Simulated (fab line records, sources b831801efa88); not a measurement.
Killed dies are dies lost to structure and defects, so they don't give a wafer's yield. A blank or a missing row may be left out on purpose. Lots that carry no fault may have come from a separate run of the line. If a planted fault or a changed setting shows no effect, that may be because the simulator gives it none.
Matching of chambers || flow gf180mcu || GF_CONTACT_CVD_02 on pecvd-02 has 3 sister chambers
The step deposits SiO2 from TEOS, target thk 860 nm, time 95.992 s. 3 wafers are shown with their chamber, then 8 later ones without.

== WAFERS PAIRED WITH THEIR CHAMBERS ==
{"wafer": "L085.2", "chamber": 2, "heater power w (W)": 996}
{"wafer": "L085.6", "chamber": 1, "heater power w (W)": 698}
{"wafer": "L089.2", "chamber": 0, "heater power w (W)": 612}

== WAFERS WHOSE CHAMBER IS MISSING ==
{"wafer": "L089.3", "heater power w (W)": 642}
{"wafer": "L089.4", "heater power w (W)": 659}
{"wafer": "L092.1", "heater power w (W)": 624}
{"wafer": "L092.2", "heater power w (W)": 694}
{"wafer": "L092.5", "heater power w (W)": 849}
{"wafer": "L094.1", "heater power w (W)": 939}
{"wafer": "L094.5", "heater power w (W)": 623}
{"wafer": "L094.6", "heater power w (W)": 544}

== WHICH CHAMBER EACH WENT THROUGH ==
{"wafer": "L089.3", "from the rows above": "can't be placed: 0 or 1", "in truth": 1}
{"wafer": "L089.4", "from the rows above": "can't be placed: 1 or 0", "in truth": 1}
{"wafer": "L092.1", "from the rows above": "can't be placed: 0 or 1", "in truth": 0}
{"wafer": "L092.2", "from the rows above": "can't be placed: 1 or 0", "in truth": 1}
{"wafer": "L092.5", "from the rows above": "can't be placed: 2 or 1 or 0", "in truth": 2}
{"wafer": "L094.1", "from the rows above": 2, "in truth": 2}
{"wafer": "L094.5", "from the rows above": "can't be placed: 0 or 1", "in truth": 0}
{"wafer": "L094.6", "from the rows above": "can't be placed: 0 or 1", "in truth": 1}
Correct placement for 1 of the 8. These rows do not allow placing 7 (true chamber among the candidates in 7). 0 placed wrongly.
How it was worked out, from the rows above alone: a wafer's distance from a chamber is the root of the sum, over the readings, of the square of ((its reading less the chamber's mean) divided by the reading's scatter). The wafer belongs to the nearest chamber; if the next one is less than 2 further off, it can't be placed. The mean given for a chamber averages the wafers shown for that chamber. The scatter: root of mean squared gap, hidden wafer to nearest shown wafer, with one shown wafer a chamber.
